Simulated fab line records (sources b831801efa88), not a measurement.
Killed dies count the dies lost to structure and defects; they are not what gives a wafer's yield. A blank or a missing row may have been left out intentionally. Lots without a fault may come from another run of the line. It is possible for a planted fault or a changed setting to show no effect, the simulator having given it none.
Which tool did it? || flow sfq line || 14 lots, 42 wafers sampled, at 2 steps of a route of 325

WHAT THE GAUGES SHOWED, per wafer
SFQ_M0_OVL_MEAS_906. Usual: for M0_OVL the level is 0 nm and the standard deviation is 4.7.
{"lot": "L959", "measured": "day 11 12:27", "on": "overlay-01", "M0_OVL (nm)": "5 2 0", "flag": ""}
{"lot": "L960", "measured": "day 11 18:34", "on": "overlay-01", "M0_OVL (nm)": "-3 -2 1", "flag": ""}
{"lot": "L961", "measured": "day 12 01:46", "on": "overlay-01", "M0_OVL (nm)": "0 1 5", "flag": ""}
{"lot": "L962", "measured": "day 12 11:22", "on": "overlay-02", "M0_OVL (nm)": "7 4 3", "flag": ""}
{"lot": "L963", "measured": "day 12 20:58", "on": "overlay-02", "M0_OVL (nm)": "-3 2 0", "flag": ""}
{"lot": "L964", "measured": "day 13 11:29", "on": "overlay-01", "M0_OVL (nm)": "-5 -3 -3", "flag": ""}
{"lot": "L966", "measured": "day 14 19:54", "on": "overlay-02", "M0_OVL (nm)": "1 1 -6", "flag": ""}
{"lot": "L967", "measured": "day 15 07:53", "on": "overlay-02", "M0_OVL (nm)": "0 -6 4", "flag": ""}
{"lot": "L968", "measured": "day 16 00:49", "on": "overlay-01", "M0_OVL (nm)": "-10 -11 -11", "flag": ""}
{"lot": "L969", "measured": "day 16 05:37", "on": "overlay-02", "M0_OVL (nm)": "-2 1 -4", "flag": ""}
{"lot": "L974", "measured": "day 17 15:21", "on": "overlay-02", "M0_OVL (nm)": "1 -2 -2", "flag": ""}
{"lot": "L976", "measured": "day 18 09:20", "on": "overlay-01", "M0_OVL (nm)": "0 0 2", "flag": ""}
{"lot": "L979", "measured": "day 19 18:23", "on": "overlay-02", "M0_OVL (nm)": "3 -1 1", "flag": ""}
{"lot": "L981", "measured": "day 20 14:47", "on": "overlay-01", "M0_OVL (nm)": "4 2 5", "flag": ""}

WHICH TOOL RAN EACH LOT (tool, then ch and the chambers of the sampled wafers, then the start)
{"lot": "L959", "SFQ_TRILAYER_INCOMING_OXIDATION_002": "furnace-01 ch 0, day 1 10:07"}
{"lot": "L960", "SFQ_TRILAYER_INCOMING_OXIDATION_002": "furnace-02 ch 0, day 1 15:07"}
{"lot": "L961", "SFQ_TRILAYER_INCOMING_OXIDATION_002": "furnace-01 ch 0, day 1 20:07"}
{"lot": "L962", "SFQ_TRILAYER_INCOMING_OXIDATION_002": "furnace-01 ch 0, day 2 01:07"}
{"lot": "L963", "SFQ_TRILAYER_INCOMING_OXIDATION_002": "furnace-01 ch 0, day 2 06:07"}
{"lot": "L964", "SFQ_TRILAYER_INCOMING_OXIDATION_002": "furnace-02 ch 0, day 2 11:07"}
{"lot": "L966", "SFQ_TRILAYER_INCOMING_OXIDATION_002": "furnace-02 ch 0, day 2 21:07"}
{"lot": "L967", "SFQ_TRILAYER_INCOMING_OXIDATION_002": "furnace-01 ch 0, day 3 02:07"}
{"lot": "L968", "SFQ_TRILAYER_INCOMING_OXIDATION_002": "furnace-02 ch 0, day 3 07:07"}
{"lot": "L969", "SFQ_TRILAYER_INCOMING_OXIDATION_002": "furnace-01 ch 0, day 3 12:07"}
{"lot": "L974", "SFQ_TRILAYER_INCOMING_OXIDATION_002": "furnace-02 ch 0, day 4 13:07"}
{"lot": "L976", "SFQ_TRILAYER_INCOMING_OXIDATION_002": "furnace-02 ch 0, day 4 23:07"}
{"lot": "L979", "SFQ_TRILAYER_INCOMING_OXIDATION_002": "furnace-01 ch 0, day 5 14:07"}
{"lot": "L981", "SFQ_TRILAYER_INCOMING_OXIDATION_002": "furnace-01 ch 0, day 6 00:07"}
- SFQ_TRILAYER_INCOMING_OXIDATION_002: target thk 500 nm, ox time 4939 s.

AS READ BY THE TOOLS THEMSELVES (means over the sampled wafers that have a number; for cases with no such wafer, the mark the record gives instead)
SFQ_TRILAYER_INCOMING_OXIDATION_002. Usual: spike tc bottom C 1018 C, standard deviation 3.8; spike tc centre C 1000.0 C, standard deviation 0.93; spike tc lower C 1000.5 C, standard deviation 1.1; spike tc top C 1009.6 C, standard deviation 1.3; spike tc upper C 1000.2 C, standard deviation 0.96; tube center temp C 1000 C, standard deviation 0.091; tube_center_temp_C_max 1002.6, standard deviation 0.43; zone power bottom pct 33.4 %, standard deviation 0.4; zone power top pct 45.1 %, standard deviation 1.1.
{"lot": "L959", "tool": "furnace-01", "spike tc bottom C (C)": 1015, "spike tc centre C (C)": 999.7, "spike tc lower C (C)": 1001.0, "spike tc top C (C)": 1010.0, "spike tc upper C (C)": 1000.1, "tube center temp C (C)": 1000, "tube_center_temp_C_max": 1002.5, "zone power bottom pct (%)": 33.4, "zone power top pct (%)": 46.0, "flag": ""}
{"lot": "L960", "tool": "furnace-02", "spike tc bottom C (C)": 1022, "spike tc centre C (C)": 1000.3, "spike tc lower C (C)": 999.4, "spike tc top C (C)": 1008.4, "spike tc upper C (C)": 1000.7, "tube center temp C (C)": 1000, "tube_center_temp_C_max": 1002.7, "zone power bottom pct (%)": 33.6, "zone power top pct (%)": 44.3, "flag": ""}
{"lot": "L961", "tool": "furnace-01", "spike tc bottom C (C)": 1015, "spike tc centre C (C)": 1000.8, "spike tc lower C (C)": 1001.0, "spike tc top C (C)": 1011.0, "spike tc upper C (C)": 999.6, "tube center temp C (C)": 1000, "tube_center_temp_C_max": 1002.5, "zone power bottom pct (%)": 33.4, "zone power top pct (%)": 46.0, "flag": ""}
{"lot": "L962", "tool": "furnace-01", "spike tc bottom C (C)": 1015, "spike tc centre C (C)": 1000.1, "spike tc lower C (C)": 999.9, "spike tc top C (C)": 1008.9, "spike tc upper C (C)": 999.3, "tube center temp C (C)": 1000, "tube_center_temp_C_max": 1002.7, "zone power bottom pct (%)": 33.2, "zone power top pct (%)": 45.9, "flag": ""}
{"lot": "L963", "tool": "furnace-01", "spike tc bottom C (C)": 1016, "spike tc centre C (C)": 1000.2, "spike tc lower C (C)": 1001.1, "spike tc top C (C)": 1009.9, "spike tc upper C (C)": 999.7, "tube center temp C (C)": 1000, "tube_center_temp_C_max": 1003.3, "zone power bottom pct (%)": 33.2, "zone power top pct (%)": 46.0, "flag": ""}
{"lot": "L964", "tool": "furnace-02", "spike tc bottom C (C)": 1022, "spike tc centre C (C)": 999.2, "spike tc lower C (C)": 999.2, "spike tc top C (C)": 1008.7, "spike tc upper C (C)": 1000.2, "tube center temp C (C)": 1000, "tube_center_temp_C_max": 1002.5, "zone power bottom pct (%)": 33.8, "zone power top pct (%)": 44.5, "flag": ""}
{"lot": "L966", "tool": "furnace-02", "spike tc bottom C (C)": 1022, "spike tc centre C (C)": 999.6, "spike tc lower C (C)": 1000.4, "spike tc top C (C)": 1009.3, "spike tc upper C (C)": 1000.2, "tube center temp C (C)": 1000, "tube_center_temp_C_max": 1002.7, "zone power bottom pct (%)": 33.5, "zone power top pct (%)": 44.5, "flag": ""}
{"lot": "L967", "tool": "furnace-01", "spike tc bottom C (C)": 1014, "spike tc centre C (C)": 1001.0, "spike tc lower C (C)": 1001.6, "spike tc top C (C)": 1010.3, "spike tc upper C (C)": 999.7, "tube center temp C (C)": 1000, "tube_center_temp_C_max": 1002.6, "zone power bottom pct (%)": 33.3, "zone power top pct (%)": 45.9, "flag": ""}
{"lot": "L968", "tool": "furnace-02", "spike tc bottom C (C)": 1023, "spike tc centre C (C)": 1000.1, "spike tc lower C (C)": 1000.6, "spike tc top C (C)": 1008.5, "spike tc upper C (C)": 998.8, "tube center temp C (C)": 1000, "tube_center_temp_C_max": 1002.3, "zone power bottom pct (%)": 33.6, "zone power top pct (%)": 44.4, "flag": ""}
{"lot": "L969", "tool": "furnace-01", "spike tc bottom C (C)": 1015, "spike tc centre C (C)": 1000.1, "spike tc lower C (C)": 1000.8, "spike tc top C (C)": 1010.2, "spike tc upper C (C)": 999.3, "tube center temp C (C)": 1000, "tube_center_temp_C_max": 1002.5, "zone power bottom pct (%)": 33.1, "zone power top pct (%)": 45.9, "flag": ""}
{"lot": "L974", "tool": "furnace-02", "spike tc bottom C (C)": 1047, "spike tc centre C (C)": 1025.3, "spike tc lower C (C)": 1025.4, "spike tc top C (C)": 1033.5, "spike tc upper C (C)": 1025.4, "tube center temp C (C)": 1025, "tube_center_temp_C_max": 1027.8, "zone power bottom pct (%)": 35.6, "zone power top pct (%)": 46.4, "flag": "OFF"}
{"lot": "L976", "tool": "furnace-02", "spike tc bottom C (C)": 1047, "spike tc centre C (C)": 1025.0, "spike tc lower C (C)": 1023.9, "spike tc top C (C)": 1033.6, "spike tc upper C (C)": 1025.9, "tube center temp C (C)": 1025, "tube_center_temp_C_max": 1028.4, "zone power bottom pct (%)": 35.2, "zone power top pct (%)": 46.2, "flag": "OFF"}
{"lot": "L979", "tool": "furnace-01", "spike tc bottom C (C)": 1015, "spike tc centre C (C)": 1000.0, "spike tc lower C (C)": 1001.4, "spike tc top C (C)": 1009.8, "spike tc upper C (C)": 1000.9, "tube center temp C (C)": 1000, "tube_center_temp_C_max": 1002.3, "zone power bottom pct (%)": 33.2, "zone power top pct (%)": 46.1, "flag": ""}
{"lot": "L981", "tool": "furnace-01", "spike tc bottom C (C)": 1015, "spike tc centre C (C)": 998.7, "spike tc lower C (C)": 1000.5, "spike tc top C (C)": 1009.9, "spike tc upper C (C)": 999.5, "tube center temp C (C)": 1000, "tube_center_temp_C_max": 1002.1, "zone power bottom pct (%)": 33.1, "zone power top pct (%)": 46.4, "flag": ""}

THE ANSWER, worked out from the rows above alone
Rule: take the mean of a lot's wafers that have a number; if it is more than 3 standard deviations from the usual mean, the lot is off. Also off: a lot with no number at a reading for which 4 or more lots have one. Where the step has rows for the other lots, those lots are counted as sound. After the gauges, taken in route order, come the tools' own readings; for these a lot's mean is taken, as printed above. At the first step where some lot is off, the reading lying furthest off is the one used; lots without a number count as furthest.
Off, at SFQ_TRILAYER_INCOMING_OXIDATION_002 on tube center temp C: L974, L976.
A tool fits if, at that step or a process step before it, it ran every lot that is off, and no sound lot after the first of them. One fits: furnace-02 at SFQ_TRILAYER_INCOMING_OXIDATION_002. A fault onset in the window from L968 (day 3 07:07, its last sound lot) to L974 (day 4 13:07, its first lot off) fits.
The tool's own readings at SFQ_TRILAYER_INCOMING_OXIDATION_002 bear it out: on the lots that are off they differ by more than 5 times the standard deviation of the sound lots' means. spike tc bottom C reads 1047 C there against 1017 C on the sound lots; spike tc centre C reads 1025.2 C there against 1000.0 C on the sound lots; spike tc lower C reads 1024.7 C there against 1000.6 C on the sound lots; spike tc top C reads 1033.5 C there against 1009.6 C on the sound lots; spike tc upper C reads 1025.7 C there against 999.8 C on the sound lots; tube center temp C reads 1025 C there against 1000 C on the sound lots; tube_center_temp_C_max reads 1028.1 there against 1002.6 on the sound lots; zone power bottom pct reads 35.4 % there against 33.4 % on the sound lots.

WHAT THE SIMULATOR HAD INSERTED
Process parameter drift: furnace-02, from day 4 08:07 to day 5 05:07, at SFQ_TRILAYER_INCOMING_OXIDATION_002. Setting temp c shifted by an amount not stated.
Struck lots among those shown: L974, L976. This agrees with what the rule above found.
